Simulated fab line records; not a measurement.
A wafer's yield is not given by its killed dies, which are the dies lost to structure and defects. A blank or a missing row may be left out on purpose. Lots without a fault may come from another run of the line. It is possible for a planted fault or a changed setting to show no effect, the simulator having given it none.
A lot that was struck, set against a sound lot | flow gf180mcu | 18 steps out of a route of 602
Sound: the wafers L660.2, L660.3, L660.6. Wafers struck: L663.3, L663.4, L663.5. The cause is named last.
Order at every step that has rows: each side's tool, ch and its chambers, its first start. Under that, the readings that differ: sound wafers | struck wafers | difference of the means | sigmas: that difference in standard deviations of wafers without a fault.
alike: readings whose means differ by less than 2 such deviations, and words and numbers that are the same on both sides. not compared: withheld readings, readings that some wafer has no value for, bounds like >300 that may hide the same value, and numbers for which the record gives no deviation and whose values overlap.
A row with sigmas, a row that says differs or no value, or rows on one side alone: a step with any of these is where the two part. When numbers do not overlap yet have no deviation, they are printed without sigmas and do not part them. A reading missing from all wafers of one side parts the sides only when that side holds two or more wafers.

first, 3 steps without rows for these wafers: GF_V3_EXPOSE_11 (exposes mask Via3, target cd 260 nm); GF_V3_PEB_12 (peb time 90 s); GF_V3_DEVELOP_13 (develop time 60 s).
GF_V3_CD_MEAS_14: target cd 260 nm.
  sound: cdSem-02 at day 23 18:22; struck: cdSem-01 at day 25 01:38
  alike: cdNm
GF_V3_OVL_MEAS_15:
  sound: overlay-01 at day 23 18:28; struck: overlay-01 at day 25 01:44
  alike: V3_OVL
GF_V3_ETCH_16: etches BARC in N2/H2.
  sound on rieDiel-03 ch 1,2,3, day 23 18:30; struck on rieDiel-04 ch 0,3, day 25 01:46
  alike: chamberPressureMTorr, drypumpMotorCurrentA, oesProductAu, throttleValvePct
GF_V3_ETCH_17: etches SiO2 in C4F8/O2/Ar, stops on TiN, target depth 635 nm.
  sound: rieDiel-03 ch 1,2,3; struck: rieDiel-04 ch 0,3
  alike: chamberPressureMTorr, oesProductAu
GF_V3_STRIP_18: strips in O2/N2.
  sound on plasmaAsher-04 ch 1, day 23 18:38; struck on plasmaAsher-01 ch 0,1, day 25 01:55
reading                  | sound       | struck      | difference | sigmas
drypumpMotorCurrentA (A) | 6.4 6.4 6.4 | 5.0 5.1 5.0 | -1.4       | -3
  alike: chamberPressureMTorr, heaterPowerW, oesProductAu
  not compared: rfHoursCounterH
then, 3 steps without rows for these wafers: GF_V3_STRIP_19 (strips in post etch residue remover, time 1200 s); GF_V3_CLEAN_20 (cleans in DIW); GF_V3_SPUTTER_21 (material Ti, target thk 15 nm, time 80.02 s).
GF_V3_SPUTTER_22: material TiN, target thk 10 nm, time 40 s.
  sound: pvdSputter-04 at day 23 19:16; struck: pvdSputter-02 at day 25 02:29
  alike: throttleValvePct
GF_V3_CVD_23: deposits W, target thk 350 nm, time 104.9 s.
  sound on cvdW-01 ch 1, day 23 19:17; struck on cvdW-02 ch 0,1, day 25 02:34
reading                         | sound             | struck            | difference | sigmas
model.W_of_V3_CVD_23.thkNm (nm) | 349.8 344.2 344.3 | 417.5 409.3 411.6 | +66.7      | 
  alike: heaterPowerW
GF_V3_RS_MEAS_24: measures by four-point-probe.
  sound: filmMetro-03 at day 23 19:26; struck: filmMetro-02 at day 25 02:58
reading          | sound             | struck            | difference | sigmas
V3_W_RS (ohm/sq) | 0.328 0.332 0.333 | 0.274 0.280 0.277 | -0.054     | -12
  not compared: hold
GF_V3_THK_MEAS_25: measures by xrf.
  sound: filmMetro-03 at day 23 19:32; struck: filmMetro-02 at day 25 08:24
reading       | sound       | struck      | difference | sigmas
V3_W_THK (nm) | 350 346 345 | 425 414 415 | +71        | +11
  not compared: hold
GF_V3_CMP_26: polishes, stops on SiO2, t overpolish 15 s, target thk 0 nm.
  sound on cmp-01 ch 1,2, day 23 19:49; struck on cmp-01 ch 1,2, day 25 10:22
reading             | sound    | struck                                                                  | difference                   | sigmas
hold                | - - -    | awaitDispo/1.9h/release awaitDispo/1.9h/release awaitDispo/1.9h/release | no value on the sound wafers | 
timeToEndpointS (s) | 89 89 88 | 107 101 102                                                             | +15                          | +5
  alike: edgeZonePressureFrac, headPressurePsi, motorCurrentA, platenRpm
GF_M4_SPUTTER_00: material Ti, target thk 37.5 nm, time 150 s.
  sound: pvdSputter-01 at day 23 20:07; struck: pvdSputter-01 at day 25 10:37
  alike: throttleValvePct
following that, these wafers have no rows for 1 step: GF_PASSIVATION_PROBE_99.

## WHERE THEY PART
At GF_V3_STRIP_18 first; at GF_V3_CMP_26 last (within this record only). Later steps at which nothing parts them and some readings are alike: GF_M4_SPUTTER_00.

WHY: whatever the simulator had introduced
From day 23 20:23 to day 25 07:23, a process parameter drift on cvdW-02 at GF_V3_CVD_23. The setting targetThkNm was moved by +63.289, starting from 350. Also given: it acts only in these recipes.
